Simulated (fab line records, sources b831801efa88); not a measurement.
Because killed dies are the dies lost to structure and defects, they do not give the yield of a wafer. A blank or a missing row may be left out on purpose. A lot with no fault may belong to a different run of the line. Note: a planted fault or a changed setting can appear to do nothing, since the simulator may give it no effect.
Code-filled problem report in 8D (eight disciplines) form | flow gf180mcu | the parts of the form that need people (team, actions taken, sign-off) are left out

## 1. THE ISSUE
Across 6 wafers from 2 lots, M1_ALCU_RS at GF_M1_RS_MEAS_05 averages 0.0623 ohm/sq, while fault-free wafers read 0.0694 ohm/sq with a standard deviation of 0.00076. Relative to the usual mean, that is a shift of -9.3 standard deviations.
The step: measures by four-point-probe.
Seen first at day 19 00:25 on film_metro-02, wafer L482.3. The record has a number at this step for 36 wafers belonging to 12 lots. Rule for "out" (also "out of limits"): further than 4 standard deviations from the usual mean. The other wafers with a number count as sound.

## 2. WHAT IT IS, AND WHAT IT ISN'T
question                    | is                           | is not
which readings at this step | M1_ALCU_RS                   | -
which lots                  | L482, L483                   | L476, L480, L491, L493, L494, L495, L496, L497, L498, L499
which wafers of those lots  | all that have a number       | -
read on which gauges        | film_metro-01, film_metro-02 | film_metro-04
when                        | from day 19 00:25            | up to then (6 sound wafers); but 24 sound wafers of L491, L493, L494, L495, L496, L497, L498, L499 came after

## 3. SUSPECTS, AND WHAT RULES EACH OUT
Counting: any tool at a process step up to the reading is kept as a suspect provided that every lot that is out went through it and no sound lot did after the first of them.
- ruled out: the gauge at GF_M1_RS_MEAS_05. 2 gauges (film_metro-01, film_metro-02) read the wafers that are out.
- pvd_sputter-01 at GF_M1_SPUTTER_00 (material Ti, target thk 37.5 nm, time 150 s): ruled out as a lasting fault. After its first lot that is out, L482 (day 19 00:10), sound lots L491, L494, L495, L499 ran on it.
- pvd_sputter-01 at GF_M1_SPUTTER_02 (material AlCu, target thk 450 nm, time 23.9 s): ruled out as a lasting fault. After its first lot that is out, L482 (day 19 00:17), sound lots L491, L494, L495, L499 ran on it.
Left after counting: nothing in the record.

## 4. THE CAUSE (what the simulator had put in)
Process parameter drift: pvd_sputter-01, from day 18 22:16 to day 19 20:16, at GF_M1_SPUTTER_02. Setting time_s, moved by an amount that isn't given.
It was ruled out by counting, in error; the rule expects a fault to strike all lots run on its tool from its start on, and this fault did not.

## 5. THE EFFECT CHAIN, in route order
One row per reading whose mean, taken over the struck wafers that have a number, lies over 3 standard deviations from the usual. Only readings for which the record gives a usual standard deviation are gone through. hours: the time from each lot's start at the first step in this table that gives one to its start at this step, as a median over the lots. sigmas: the change in usual standard deviations.
hours | step              | reading     | usual         | on struck wafers | change  | sigmas
0     | GF_M1_RS_MEAS_05  | M1_ALCU_RS  | 0.0694 ohm/sq | 0.0623           | -0.0071 | -9.3
0     | GF_M1_THK_MEAS_06 | M1_ALCU_THK | 455 nm        | 506              | +50     | +9.7

## 6. WHAT WOULD HAVE CAUGHT IT SOONER
In this record the first reading out of limits at a measuring or inspecting step was taken at day 19 00:25, 2 hours after the fault began at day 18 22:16.
Tool readings at GF_M1_SPUTTER_02 with a usual standard deviation given in the record: none out on any struck wafer, hence no alarm at a limit of 4 standard deviations on them.
